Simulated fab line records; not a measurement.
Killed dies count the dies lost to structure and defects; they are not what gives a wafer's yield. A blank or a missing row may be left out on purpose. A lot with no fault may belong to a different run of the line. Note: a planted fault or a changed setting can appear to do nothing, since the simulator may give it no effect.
One fault through the eyes of 2 desks / flow sky130 / what lay behind the numbers comes last; until then each desk has only its own

## THE METROLOGY DESK
What the gauges read, lot by lot, whatever tool the lot ran on: means of the sampled wafers that have a number. Marked OUT: a lot whose mean sits more than 4 standard deviations from the usual mean, which makes it out of limits; the brackets give that distance.
Columns: A = INCOMING_BOW at SKY_FIELD_ISO_BOW_MEAS_00, usual 1 um; B = VT_ADJUST_NCORE_OVL at SKY_VT_ADJUST_NCORE_OVL_MEAS_08, usual -0.2 nm; C = VT_ADJUST_NCORE_TW at SKY_VT_ADJUST_NCORE_TW_MEAS_11, usual 217.6; D = SONOS_TUNNEL_OVL at SKY_SONOS_TUNNEL_OVL_MEAS_08, usual -0.5 nm
lot=L173; first seen here=day 1 10:00; A=3; B=-0.3; C=216.6; D=-0.2
lot=L174; first seen here=day 1 15:01; A=-8; B=0.7; C=216.3; D=-2.0
lot=L180; first seen here=day 2 21:01; A=4; B=-2.0; C=216.9; D=-1.6
lot=L181; first seen here=day 3 02:01; A=-2; B=0.6; C=237.4 (+12) OUT; D=-0.7
lot=L183; first seen here=day 3 12:04; A=0; B=3.0; C=238.4 (+13) OUT; D=-1.6
lot=L188; first seen here=day 4 13:02; A=6; B=2.7; C=216.4; D=-1.4
lot=L190; first seen here=day 4 23:00; A=2; B=0.0; C=217.1; D=-2.4
lot=L191; first seen here=day 5 04:01; A=-0; B=-2.3; C=217.6; D=-0.5
lot=L192; first seen here=day 5 09:00; A=5; B=0.2; C=221.1; D=-1.3
lot=L193; first seen here=day 5 14:01; A=2; B=0.1; C=216.8; D=-1.7
lot=L194; first seen here=day 5 19:00; A=3; B=-1.2; C=216.0; D=1.2
lot=L195; first seen here=day 6 00:00; A=1; B=-2.4; C=220.2; D=0.4
lot=L196; first seen here=day 6 05:00; A=-2; B=-0.9; C=216.5; D=2.0
Per this desk, out of limits: L181, L183; the first was L181, day 11 01:39 (VT_ADJUST_NCORE_TW at SKY_VT_ADJUST_NCORE_TW_MEAS_11). In limits: L173, L174, L180, L188, L190, L191, L192, L193, L194, L195, L196.

## AT THE TOOL OWNER'S DESK: implanter-02
SKY_VT_ADJUST_NCORE_IMPLANT_09, tool's own readings: per-lot mean of the sampled wafers with a number, covering each lot this tool ran. Marked OUT: a lot whose mean sits more than 4 standard deviations from the usual mean, which makes it out of limits; the brackets give that distance.
Columns: A = beamEnergyKeV at SKY_VT_ADJUST_NCORE_IMPLANT_09, usual 10.000; B = beamOnS at SKY_VT_ADJUST_NCORE_IMPLANT_09, usual 10.01 s; C = doseIonsCm2 at SKY_VT_ADJUST_NCORE_IMPLANT_09, usual 2.4005e+12
lot=L173; first seen here=day 8 18:07; A=10.005; B=10.25; C=2.3979e+12
lot=L174; first seen here=day 8 23:04; A=9.995; B=10.26; C=2.3985e+12
lot=L180; first seen here=day 10 17:56; A=9.999; B=10.12; C=2.4013e+12
lot=L181; first seen here=day 11 01:25; A=14.361 (+99 or more) OUT; B=10.07; C=2.4018e+12
lot=L183; first seen here=day 11 12:22; A=14.362 (+99 or more) OUT; B=10.00; C=2.3978e+12
Finding of this desk: L181, L183 out of limits; the first was L181 at day 11 01:25, on beamEnergyKeV at SKY_VT_ADJUST_NCORE_IMPLANT_09. In limits: L173, L174, L180.

## ALL TOGETHER
On L181, L183, at day 11 01:25, an alarm was possible from the tool owner's desk.
The metrology desk could have raised an alarm at day 11 01:39, on L181, L183.
SKY_VT_ADJUST_NCORE_IMPLANT_09 was run on implanter-02 by each of the lots named.

## WHAT THE SIMULATOR PUT IN
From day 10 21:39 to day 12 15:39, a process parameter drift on implanter-02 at SKY_VT_ADJUST_NCORE_IMPLANT_09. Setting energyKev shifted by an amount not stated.
Lots struck among those shown: L181, L183.
Hours from the fault's start to each desk's first reading out of limits: the tool owner's desk, 4; the metrology desk, 4.
